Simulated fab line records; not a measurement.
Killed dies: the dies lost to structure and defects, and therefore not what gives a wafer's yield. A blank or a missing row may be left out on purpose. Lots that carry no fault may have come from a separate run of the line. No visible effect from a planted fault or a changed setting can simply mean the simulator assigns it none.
Struck lot and sound lot, side by side -- flow sky130 -- 21 steps out of a route of 708
Sound: the wafers L958.2, L958.3, L958.6. Struck: wafers L966.2, L966.3, L966.5. At the end, the cause is stated.
For every step that has rows: the tool of each side, followed by ch and its chambers, followed by its first start. Under that, the readings that differ: sound wafers -- struck wafers -- difference of the means -- sigmas: that difference in standard deviations of wafers without a fault.
alike: same words and numbers on both sides, and readings whose means sit less than 2 such deviations apart. not compared: any withheld reading, any reading some wafer has no value for, any bound like >300 that may hide the same value, and any number with overlapping values for which the record gives no deviation.
A row with sigmas, a row that says differs or no value, or rows on one side alone: a step with any of these is where the two part. When numbers do not overlap yet have no deviation, they are printed without sigmas and do not part them. Lack of a reading on every wafer of one side parts them only where that side has two or more wafers.

SKY_LI_CONTACT_CVD_21: deposits W, target thk 400 nm, time 120.56 s.
  sound on cvd w-02 ch 0,1, day 31 20:10; struck on cvd w-02 ch 0,1, day 34 03:19
  alike: heater power w
SKY_LI_CONTACT_RS_MEAS_22: uses a four-point probe to measure.
  sound on film metro-02, day 31 20:19; struck on film metro-01, day 34 03:28
  alike: LI_CONTACT_W_RS
SKY_LI_CONTACT_THK_MEAS_23: measures by xrf.
  sound on film metro-02, day 31 20:25; struck on film metro-01, day 34 03:34
  alike: LI_CONTACT_W_THK
SKY_LI_CONTACT_CMP_24: polishes, stops on PSG, t overpolish 20 s, target thk 0 nm.
  sound on cmp-02 ch 0,2,3, day 31 20:28; struck on cmp-02 ch 1,2,3, day 34 03:40
  alike: motor current A, overpolish run s, slurry flow ml min, time to endpoint s
SKY_LOCAL_INTERCONNECT_SPUTTER_00: material TiN, target thk 100 nm, time 83.3 s.
  sound on pvd sputter-02, day 31 20:46; struck on pvd sputter-02, day 34 03:55
  alike: chamber pressure pa, substrate temp c, throttle valve pct
SKY_LOCAL_INTERCONNECT_RS_MEAS_01: uses a four-point probe to measure.
  sound on film metro-04, day 31 20:51; struck on film metro-02, day 34 04:00
  alike: LOCAL_INTERCONNECT_TIN_RS
SKY_LOCAL_INTERCONNECT_THK_MEAS_02: measures by xrf.
  sound on film metro-04, day 31 20:58; struck on film metro-02, day 34 04:07
  alike: LOCAL_INTERCONNECT_TIN_THK
then, 5 steps without rows for these wafers: SKY_LOCAL_INTERCONNECT_DEHYDRATE_03 (time 60 s); SKY_LOCAL_INTERCONNECT_HMDS_04 (prime time 60 s); SKY_LOCAL_INTERCONNECT_COAT_05 (resist thk 60 nm); SKY_LOCAL_INTERCONNECT_COAT_06 (resist thk 450 nm); SKY_LOCAL_INTERCONNECT_SOFTBAKE_07 (time 90 s).
SKY_LOCAL_INTERCONNECT_EXPOSE_08: exposes mask LI1M, target cd 170 nm.
  sound on krf scanner-01 ch 0, day 32 11:16; struck on krf scanner-02 ch 0, day 34 17:19
reading,sound,struck,difference,sigmas
exposure dose mJ cm2,28.013 27.981 27.983,29.455 29.456 29.467,+1.467,+51
  alike: mask
then, 2 steps without rows for these wafers: SKY_LOCAL_INTERCONNECT_PEB_09; SKY_LOCAL_INTERCONNECT_DEVELOP_10 (develop time 60 s).
SKY_LOCAL_INTERCONNECT_CD_MEAS_11: target cd 170 nm.
  sound on cd sem-02, day 33 00:41; struck on cd sem-02, day 35 06:29
reading,sound,struck,difference,sigmas
cd nm (nm),168.6 170.1 169.5,160.3 160.4 160.1,-9.1,-7
SKY_LOCAL_INTERCONNECT_OVL_MEAS_12:
  sound on overlay-01, day 33 00:47; struck on overlay-02, day 35 06:35
  alike: LOCAL_INTERCONNECT_OVL
SKY_LOCAL_INTERCONNECT_ETCH_13: etches BARC in N2/H2, stops on SiO2, time 45.9 s, target depth 60 nm.
  sound on rie metal-02 ch 0,1, day 33 00:49; struck on rie metal-03 ch 1, day 35 06:37
reading,sound,struck,difference,sigmas
drypump motor current A (A),5.0 6.5 6.5,4.7 4.7 4.7,-1.3,-2
model.LOCAL_INTERCONNECT.cd nm (nm),168.8 170.3 169.7,161.4 161 160.8,-8.5,
  alike: oes product au, throttle valve pct
  not compared: rf hours counter h
SKY_LOCAL_INTERCONNECT_METAL_ETCH_14: etches TiN in Cl2/BCl3, stops on PSG, target depth 110 nm, time 31.4 s.
  sound on rie metal-02 ch 0,1, day 33 00:53; struck on rie metal-03 ch 1, day 35 06:41
reading,sound,struck,difference,sigmas
drypump motor current A (A),5.0 6.4 6.4,4.6 4.7 4.7,-1.3,-2
model.LOCAL_INTERCONNECT.cd nm (nm),168.9 170.6 169.9,161.1 161 160.6,-8.9,
  alike: oes product au, throttle valve pct
  not compared: rf hours counter h
SKY_LOCAL_INTERCONNECT_STRIP_15: strips in O2/N2.
  sound on plasma asher-02 ch 0,1, day 33 00:56; struck on plasma asher-01 ch 0,1, day 35 06:44
reading,sound,struck,difference,sigmas
strip time to endpoint s (s),4.718 4.712 4.697,4.755 4.756 4.743,+0.042,+2
  alike: drypump motor current A, oes product au
  not compared: rf hours counter h
-- record jumps: 14 days separate the struck wafers' starts on either side; left off in module LOCAL_INTERCONNECT, taken up again in module PAD_OPEN, whose first shown step is the route's number 708 --
SKY_PAD_OPEN_PROBE_99:
  sound on prober-02, day 47 20:59; struck on prober-02, day 49 10:50
reading,sound,struck,difference,sigmas
killed at other,0 0 0,1 1 1,+1,+2
model.etest.res li.line ohm um,78.09 76.6 76.24,79.19 80.8 80.81,+3.29,
  alike: killed_at_M0_to_M3, killed_at_M4_up, killed at contacts, killed at front end, killed dies, killed open, killed short

== WHERE THEY PART ==
Earliest at SKY_LOCAL_INTERCONNECT_EXPOSE_08; latest, in this record, at SKY_PAD_OPEN_PROBE_99.

WHY: whatever the simulator had introduced
Drift in process parameters on krf scanner-02 at SKY_LOCAL_INTERCONNECT_EXPOSE_08, starting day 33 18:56. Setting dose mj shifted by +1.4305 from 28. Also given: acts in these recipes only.
